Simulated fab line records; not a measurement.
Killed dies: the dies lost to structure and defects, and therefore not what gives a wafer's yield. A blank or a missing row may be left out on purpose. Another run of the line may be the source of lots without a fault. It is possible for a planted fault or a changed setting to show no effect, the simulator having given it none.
A struck lot beside a sound one / flow sky130 / 22 steps out of a route of 708
Sound: wafers L949.1, L949.2, L949.5. The struck wafers were L961.4, L961.5, L961.6. Last of all comes the cause.
Order at every step that has rows: each side's tool, ch and its chambers, its first start. Under that, the readings that differ: sound wafers / struck wafers / difference of the means / sigmas: that difference in standard deviations of wafers without a fault.
alike: a reading whose means differ by less than 2 such deviations, as well as words and numbers matching on both sides. not compared: withheld readings; readings where some wafer has no value; bounds like >300 that might hide an equal value; numbers whose values overlap and for which the record gives no deviation.
The two part at a step that has a row with sigmas, a row that says differs or no value, or rows on one side only. Numbers that have no deviation but don't overlap get no sigmas and don't part them. Lack of a reading on every wafer of one side parts them only where that side has two or more wafers.

first, 5 steps without rows for these wafers: SKY_VT_ADJUST_HVTR_COAT_02 (resist thk 1140 nm); SKY_VT_ADJUST_HVTR_SOFTBAKE_03 (time 60 s); SKY_VT_ADJUST_HVTR_EXPOSE_04 (exposes mask HVTRM, target cd 380 nm); SKY_VT_ADJUST_HVTR_PEB_05; SKY_VT_ADJUST_HVTR_DEVELOP_06 (develop time 60 s).
SKY_VT_ADJUST_HVTR_CD_MEAS_07 targets a cd of 380 nm.
  struck on cd_sem-02, day 13 13:50; sound on cd_sem-02, day 9 22:52
  alike: cd_nm
SKY_VT_ADJUST_HVTR_OVL_MEAS_08:
  struck on overlay-01, day 13 13:55; sound on overlay-01, day 9 22:59
  alike: VT_ADJUST_HVTR_OVL
following that, these wafers have no rows for 1 step: SKY_VT_ADJUST_HVTR_IMPLANT_09.
SKY_VT_ADJUST_HVTR_STRIP_10: strips in O2/N2.
  sound on plasma_asher-03 ch 0,1, day 9 23:10; struck on plasma_asher-01 ch 0,1, day 13 14:07
  alike: drypump_motor_current_A, oes_product_au, strip_time_to_endpoint_s
  not compared: rf_hours_counter_h
SKY_VT_ADJUST_HVTR_TW_MEAS_11:
  struck on film_metro-01, day 13 14:13; sound on film_metro-04, day 9 23:16
  alike: VT_ADJUST_HVTR_TW
then, 2 steps without rows for these wafers: SKY_VT_ADJUST_PCH_DEHYDRATE_00 (time 60 s); SKY_VT_ADJUST_PCH_HMDS_01 (prime time 60 s).
SKY_VT_ADJUST_PCH_COAT_02: resist thk 3000 nm.
  sound on litho_track-02 ch 0, day 10 10:07; struck on litho_track-02 ch 0, day 14 02:30
reading=spin_speed_rpm (rpm); sound=2001.3 2000.7 2000.7; struck=2141.3 2141.5 2141.7; difference=+140.6; sigmas=+99 or more
reading=model.coat_of_VT_ADJUST_PCH_COAT_02.thk_nm (nm); sound=3016 3016 3014; struck=2915 2899 2898; difference=-111; sigmas=
then, 3 steps without rows for these wafers: SKY_VT_ADJUST_PCH_SOFTBAKE_03; SKY_VT_ADJUST_PCH_EXPOSE_04 (exposes mask NWM, target cd 840 nm); SKY_VT_ADJUST_PCH_PEB_05.
SKY_VT_ADJUST_PCH_DEVELOP_06: develop time 60 s.
  sound: litho_track-01 ch 0; struck: litho_track-03 ch 0
reading=model.coat_of_VT_ADJUST_PCH_COAT_02.thk_nm (nm); sound=3012 3011 3010; struck=2911 2895 2893; difference=-111; sigmas=
  alike: developer_temp_C
SKY_VT_ADJUST_PCH_OVL_MEAS_07:
  struck on overlay-02, day 14 15:23; sound on overlay-02, day 10 21:57
  alike: VT_ADJUST_PCH_OVL
following that, these wafers have no rows for 1 step: SKY_VT_ADJUST_PCH_IMPLANT_08.
SKY_VT_ADJUST_PCH_STRIP_09: strips in O2/N2.
  sound on plasma_asher-03 ch 0,1, day 10 22:08; struck on plasma_asher-04 ch 0,1, day 14 15:35
reading=strip_time_to_endpoint_s (s); sound=37.10 37.09 37.07; struck=35.94 35.76 35.74; difference=-1.27; sigmas=-12
  alike: drypump_motor_current_A, oes_product_au
  not compared: rf_hours_counter_h
SKY_VT_ADJUST_PCH_TW_MEAS_10:
  struck on film_metro-04, day 14 15:41; sound on film_metro-01, day 10 22:14
  alike: VT_ADJUST_PCH_TW
-- the record jumps here: 34 days lie between the struck wafers' starts before and after (it left off in module VT_ADJUST_PCH and takes up again in module PAD_OPEN, whose first step shown is number 708 of the route) --
SKY_PAD_OPEN_PROBE_99:
  struck on prober-01, day 48 21:40; sound on prober-01, day 46 05:33
  alike: killed_at_M0_to_M3, killed_at_M4_up, killed_at_contacts, killed_at_front_end, killed_at_other, killed_dies, killed_open, killed_short

## WHERE THEY PART
First at SKY_VT_ADJUST_PCH_COAT_02; last, within this record, at SKY_VT_ADJUST_PCH_STRIP_09. Later steps at which nothing parts them and some readings are alike: SKY_VT_ADJUST_PCH_TW_MEAS_10, SKY_PAD_OPEN_PROBE_99.

WHY: what the simulator had put in
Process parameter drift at SKY_VT_ADJUST_PCH_COAT_02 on litho_track-02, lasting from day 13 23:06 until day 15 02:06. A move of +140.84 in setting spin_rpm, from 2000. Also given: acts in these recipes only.
